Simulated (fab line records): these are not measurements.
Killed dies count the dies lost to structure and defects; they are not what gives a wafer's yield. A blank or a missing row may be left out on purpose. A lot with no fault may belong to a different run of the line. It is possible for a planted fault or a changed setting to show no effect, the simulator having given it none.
Which tool was responsible?    flow gf180mcu    10 lots with 30 wafers sampled at 6 steps, on a route of 602 steps

## WHAT EACH GAUGE READ, for each wafer
GF_V5_RS_MEAS_24: a four-point-probe measurement.
lot   measured      on             V5_W_RS (ohm/sq)
L630  day 27 02:11  film-metro-02  0.328 0.327 0.328
L631  day 27 10:55  film-metro-02  0.327 0.329 0.326
L632  day 27 19:29  film-metro-02  0.327 0.323 0.328
L639  day 30 01:58  film-metro-02  0.331 0.184 0.328
L641  day 30 11:11  film-metro-02  0.181 0.327 0.322
L645  day 31 17:06  film-metro-02  0.334 0.333 0.334
L649  day 32 13:32  film-metro-02  0.331 0.326 0.327
L648  day 32 14:18  film-metro-03  0.324 0.323 0.327
L651  day 33 02:22  film-metro-03  0.320 0.319 0.323
L653  day 33 15:34  film-metro-01  0.320 0.320 0.321

GF_V5_THK_MEAS_25: measures by xrf.
lot   measured      on             V5_W_THK (nm)
L630  day 27 02:17  film-metro-02  357 358 359
L631  day 27 11:02  film-metro-02  363 358 362
L632  day 27 19:36  film-metro-02  360 367 358
L639  day 30 02:05  film-metro-02  358 - 361
L641  day 30 11:17  film-metro-02  - 359 367
L645  day 31 17:13  film-metro-02  354 353 353
L649  day 32 13:40  film-metro-02  353 359 358
L648  day 32 14:25  film-metro-03  356 358 353
L651  day 33 02:29  film-metro-03  360 357 355
L653  day 33 15:41  film-metro-01  363 364 364

## WHICH TOOL RAN EACH LOT (tool, then ch and the chambers of the sampled wafers, then the start)
lot   GF_MIM_STRIP_20                       GF_M5_METAL_ETCH_10                GF_V5_ETCH_17                                  GF_V5_CVD_23
L630  plasma-asher-03 ch 0,1, day 25 04:49  rie-metal-02 ch 1, day 26 02:59    rie-diel-01 ch 1,2, day 27 02:03 or earlier    cvd-w-01 ch 0,1, day 27 02:03
L631  plasma-asher-04 ch 0,1, day 25 14:07  rie-metal-04 ch 0,1, day 26 11:56  rie-diel-02 ch 2,3, day 27 10:49 or earlier    cvd-w-01 ch 0,1, day 27 10:49
L632  plasma-asher-01 ch 0,1, day 25 23:59  rie-metal-04 ch 0,1, day 26 21:05  rie-diel-04 ch 0,1,3, day 27 19:22 or earlier  cvd-w-02 ch 0,1, day 27 19:22
L639  plasma-asher-03 ch 0,1, day 28 09:49  rie-metal-02 ch 0,1, day 29 05:32  rie-diel-01 ch 0,1,2, day 30 01:51 or earlier  cvd-w-02 ch 0,1, day 30 01:51
L641  plasma-asher-03 ch 0,1, day 28 18:48  rie-metal-04 ch 0,1, day 29 14:28  rie-diel-02 ch 0,1,3, day 30 11:05 or earlier  cvd-w-02 ch 0,1, day 30 11:05
L645  plasma-asher-01 ch 0,1, day 30 03:26  rie-metal-02 ch 0,1, day 30 21:17  rie-diel-04 ch 0,2,3, day 31 16:59 or earlier  cvd-w-01 ch 0,1, day 31 16:59
L649  plasma-asher-04 ch 0,1, day 31 00:24  rie-metal-02 ch 0,1, day 31 18:23  rie-diel-02 ch 0,1,3, day 32 13:26 or earlier  cvd-w-01 ch 0,1, day 32 13:26
L648  plasma-asher-03 ch 0,1, day 31 01:52  rie-metal-04 ch 0,1, day 31 19:20  rie-diel-04 ch 2,3, day 32 14:11 or earlier    cvd-w-01 ch 0,1, day 32 14:11
L651  plasma-asher-03 ch 0,1, day 31 14:25  rie-metal-03 ch 0,1, day 32 07:44  rie-diel-02 ch 2,3, day 33 02:16 or earlier    cvd-w-02 ch 0,1, day 33 02:16
L653  plasma-asher-04 ch 0,1, day 32 04:12  rie-metal-04 ch 0,1, day 32 20:56  rie-diel-04 ch 0,1,2, day 33 15:27 or earlier  cvd-w-02 ch 0,1, day 33 15:27
- GF_MIM_STRIP_20: strips in O2/N2.
- GF_M5_METAL_ETCH_10: etches the open film in Cl2/BCl3, stops on SiO2, target depth 627.5 nm, time 104.6 s.
- GF_V5_ETCH_17: etches SiO2 in C4F8/O2/Ar, stops on TiN, target depth 855 nm.
- GF_V5_CVD_23: deposits W, target thk 350 nm, time 104.9 s.

## AS READ BY THE TOOLS THEMSELVES (means over the sampled wafers that have a number; for cases with no such wafer, the mark the record gives instead)
GF_MIM_STRIP_20.
lot   tool             drypump-motor-current-A (A)  heater-power-w (W)  oes-product-au (a.u.)  strip-time-to-endpoint-s (s)
L630  plasma-asher-03  5.6                          301                 0.690                  11.26
L631  plasma-asher-04  5.2                          337                 0.693                  11.27
L632  plasma-asher-01  5.7                          352                 0.701                  11.30
L639  plasma-asher-03  6.0                          312                 0.691                  11.23
L641  plasma-asher-03  5.6                          295                 0.691                  11.22
L645  plasma-asher-01  5.8                          345                 0.692                  11.26
L649  plasma-asher-04  5.3                          355                 0.690                  11.20
L648  plasma-asher-03  6.0                          312                 0.691                  11.23
L651  plasma-asher-03  6.0                          313                 0.691                  11.20
L653  plasma-asher-04  5.3                          352                 0.692                  11.25

GF_M5_METAL_ETCH_10.
lot   tool          drypump-motor-current-A (A)  oes-product-au (a.u.)  throttle-valve-pct (%)
L630  rie-metal-02  5.1                          0.968                  28.252
L631  rie-metal-04  5.8                          0.966                  28.261
L632  rie-metal-04  6.0                          0.971                  28.247
L639  rie-metal-02  5.4                          0.968                  28.259
L641  rie-metal-04  6.0                          0.970                  28.259
L645  rie-metal-02  5.2                          0.976                  28.237
L649  rie-metal-02  5.2                          0.975                  28.247
L648  rie-metal-04  5.7                          0.975                  28.258
L651  rie-metal-03  5.4                          0.975                  28.240
L653  rie-metal-04  5.7                          0.966                  28.254

GF_V5_ETCH_17.
lot   tool         oes-product-au (a.u.)
L630  rie-diel-01  0.857
L631  rie-diel-02  0.856
L632  rie-diel-04  0.858
L639  rie-diel-01  0.863
L641  rie-diel-02  0.859
L645  rie-diel-04  0.858
L649  rie-diel-02  0.861
L648  rie-diel-04  0.862
L651  rie-diel-02  0.861
L653  rie-diel-04  0.863

GF_V5_CVD_23.
lot   tool      heater-power-w (W)
L630  cvd-w-01  829
L631  cvd-w-01  748
L632  cvd-w-02  804
L639  cvd-w-02  802
L641  cvd-w-02  872
L645  cvd-w-01  747
L649  cvd-w-01  751
L648  cvd-w-01  823
L651  cvd-w-02  791
L653  cvd-w-02  869

## THE ANSWER, worked out from the rows above alone
Rule: the usual values come from the lots themselves. Put in order of their means at a reading, lots are off if they are a third of the lots or fewer, leave a main group of 4 or more, and stand apart from it by a gap of 3 or more times the standard deviation of the main group's means; of several such gaps the widest counts. The tables above print the reading to a certain number of digits; a main group whose means all agree to those digits is not used. A lot without any number at a reading at which 4 lots or more have one is off too. All remaining lots with rows at the step are treated as sound. First the gauges in route order, then the tools' own readings, where a lot's mean is used as printed above. At the first step where some lot is off, the reading lying furthest off is the one used; lots without a number count as furthest.
Off: L639, L641, at GF_V5_RS_MEAS_24 (V5_W_RS). For the main group the mean is 0.326 ohm/sq and the standard deviation 0.004.
A tool fits if, at a process step before that reading, it ran every lot that is off, and no sound lot after the first of them. Those tools and the gauges at GF_V5_RS_MEAS_24 are tried in the same way. Because GF_V5_ETCH_17 lacks a start for some lots, the hours and order of its lots are taken from GF_V5_CVD_23. Of those tried, none fits.

## WHAT THE SIMULATOR HAD PUT IN
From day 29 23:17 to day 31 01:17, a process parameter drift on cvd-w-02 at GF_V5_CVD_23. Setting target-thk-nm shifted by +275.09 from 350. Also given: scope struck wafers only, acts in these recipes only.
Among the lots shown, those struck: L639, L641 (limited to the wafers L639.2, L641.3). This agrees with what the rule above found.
